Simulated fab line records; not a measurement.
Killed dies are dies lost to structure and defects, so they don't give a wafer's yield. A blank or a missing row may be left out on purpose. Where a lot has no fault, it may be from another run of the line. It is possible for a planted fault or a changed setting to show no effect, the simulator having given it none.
One fault through the eyes of 2 desks    flow sky130    numbers are kept per desk, each desk with only its own; the story behind them comes last

## FROM THE METROLOGY DESK
Lot by lot, what the gauges showed, no matter which tool ran the lot: averages of those sampled wafers that carry a number. If a lot's mean is further than 4 standard deviations from the usual mean, the lot is out of limits and carries the mark OUT (the distance appears in the brackets).
Columns: A = cdNm at SKY_VT_ADJUST_HVTR_CD_MEAS_07, usual 379.3 nm; B = VIA1_HDPCVD_THK at SKY_VIA1_THK_MEAS_01, usual 1033 nm
lot   first seen here  A      B
L958  day 9 15:47      380.3  1037
L959  day 10 02:35     378.2  1019
L962  day 11 00:55     379.9  1027
L963  day 11 03:22     379.7  1027
L964  day 11 09:49     377.8  1048
L965  day 11 19:59     382.3  1026
L966  day 12 09:30     382.3  1035
L968  day 13 01:13     382.0  1039
L973  day 14 05:03     379.4  1025
L976  day 15 02:59     378.4  1024
L979  day 16 08:30     380.0  1042
L980  day 16 13:56     374.5  1028
This desk's finding: nothing out of limits on any of the 12 lots.

## TOOL OWNER'S DESK, implanter-04
The tool's own readings at SKY_LDD_N_IMPLANT_09: means of the sampled wafers that have a number, for each lot that ran on this tool. If a lot's mean is further than 4 standard deviations from the usual mean, the lot is out of limits and carries the mark OUT (the distance appears in the brackets).
Columns: A = beamOnS at SKY_LDD_N_IMPLANT_09, usual 10.00 s; B = doseIonsCm2 at SKY_LDD_N_IMPLANT_09, usual 7.499e+13; C = faradayCurrentUA at SKY_LDD_N_IMPLANT_09, usual 423
lot   first seen here  A                B                            C
L963  day 19 17:13     9.96             7.501e+13                    425
L962  day 19 20:25     10.09            7.497e+13                    420
L964  day 20 06:04     10.01            7.489e+13                    422
L976  day 24 13:40     12.52 (+12) OUT  1.150e+14 (+99 or more) OUT  518 (+11) OUT
L979  day 25 15:35     12.12 (+10) OUT  1.151e+14 (+99 or more) OUT  534 (+13) OUT
This desk's finding: out of limits on L976, L979; first on L976, day 24 13:40 (beamOnS at SKY_LDD_N_IMPLANT_09). Within limits: L963, L962, L964.

## PUT TOGETHER
The tool owner's desk could have raised an alarm at day 24 13:40, on L976, L979.
Nothing out of limits was seen by the metrology desk.
The metrology desk holds a record of L976, L979, inside its limits.
All the named lots went through SKY_LDD_N_IMPLANT_09 on implanter-04.

## WHAT THE SIMULATOR HAD INSERTED
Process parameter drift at SKY_LDD_N_IMPLANT_09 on implanter-04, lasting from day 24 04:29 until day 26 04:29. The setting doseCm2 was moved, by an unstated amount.
Shown lots that were struck: L976, L979.
Time in hours from fault onset to the first out-of-limits reading at each desk: the tool owner's desk, 9.
